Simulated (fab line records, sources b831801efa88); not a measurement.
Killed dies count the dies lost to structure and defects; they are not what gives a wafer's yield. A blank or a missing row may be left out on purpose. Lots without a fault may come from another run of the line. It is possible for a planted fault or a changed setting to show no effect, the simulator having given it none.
2 desks looking at one fault | flow gf180mcu | only its own numbers are on each desk; what lay behind them is given at the end

METROLOGY DESK
Means of the sampled wafers that have a number, per lot and without regard to the tool the lot ran on: this is what the gauges read. Marked OUT: a lot whose mean sits more than 4 standard deviations from the usual mean, which makes it out of limits; the brackets give that distance.
Columns: A = cd nm at GF_HV_LDD_CD_MEAS_46, usual 400.0 nm; B = HV_LDD_03_OVL at GF_HV_LDD_OVL_MEAS_47, usual -0.2 nm; C = HV_LDD_4_TW at GF_HV_LDD_TW_MEAS_50, usual 564
lot  | first seen here | A     | B    | C
L663 | day 12 10:18    | 398.3 | -0.1 | 559
L665 | day 12 21:52    | 403.7 | 1.8  | 566
L675 | day 16 16:41    | 399.1 | 0.2  | 569
L676 | day 16 19:16    | 402.4 | 0.4  | 566
L680 | day 17 22:26    | 397.5 | 0.3  | 565
L686 | day 20 04:08    | 402.1 | -1.0 | 565
Finding of this desk: none of the 6 lots has anything out of limits.

TOOL OWNER'S DESK, wet bench-04
The tool's own readings at GF_HV_LDD_CLEAN_51 (cleans in SC1/SC2, time 150 s): means of the sampled wafers that have a number, for each lot that ran on this tool. Marked OUT: a lot whose mean sits more than 4 standard deviations from the usual mean, which makes it out of limits; the brackets give that distance.
Columns: A = run length s at GF_HV_LDD_CLEAN_51, usual 178 s; B = temp c at GF_HV_LDD_CLEAN_51, usual 70.00 C
lot  | first seen here | A            | B
L663 | day 12 10:45    | 187          | 69.92
L675 | day 16 17:18    | 49 (-37) OUT | 69.85
L676 | day 16 19:41    | 47 (-37) OUT | 69.99
This desk's finding: out of limits on L675, L676; first on L675, day 16 17:18 (run length s at GF_HV_LDD_CLEAN_51). L663: within limits.

TAKEN TOGETHER
The tool owner's desk had the chance to raise an alarm at day 16 17:18 on L675, L676.
Nothing out of limits was seen by the metrology desk.
The metrology desk holds a record of L675, L676, inside its limits.
The lots listed all ran GF_HV_LDD_CLEAN_51 on wet bench-04.

WHAT THE SIMULATOR PUT IN
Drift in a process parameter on wet bench-04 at GF_HV_LDD_CLEAN_51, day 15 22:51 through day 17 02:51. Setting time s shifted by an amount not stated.
Lots struck among those shown: L675, L676.
How many hours passed from the start of the fault until each desk's first out-of-limits reading: the tool owner's desk, 18.
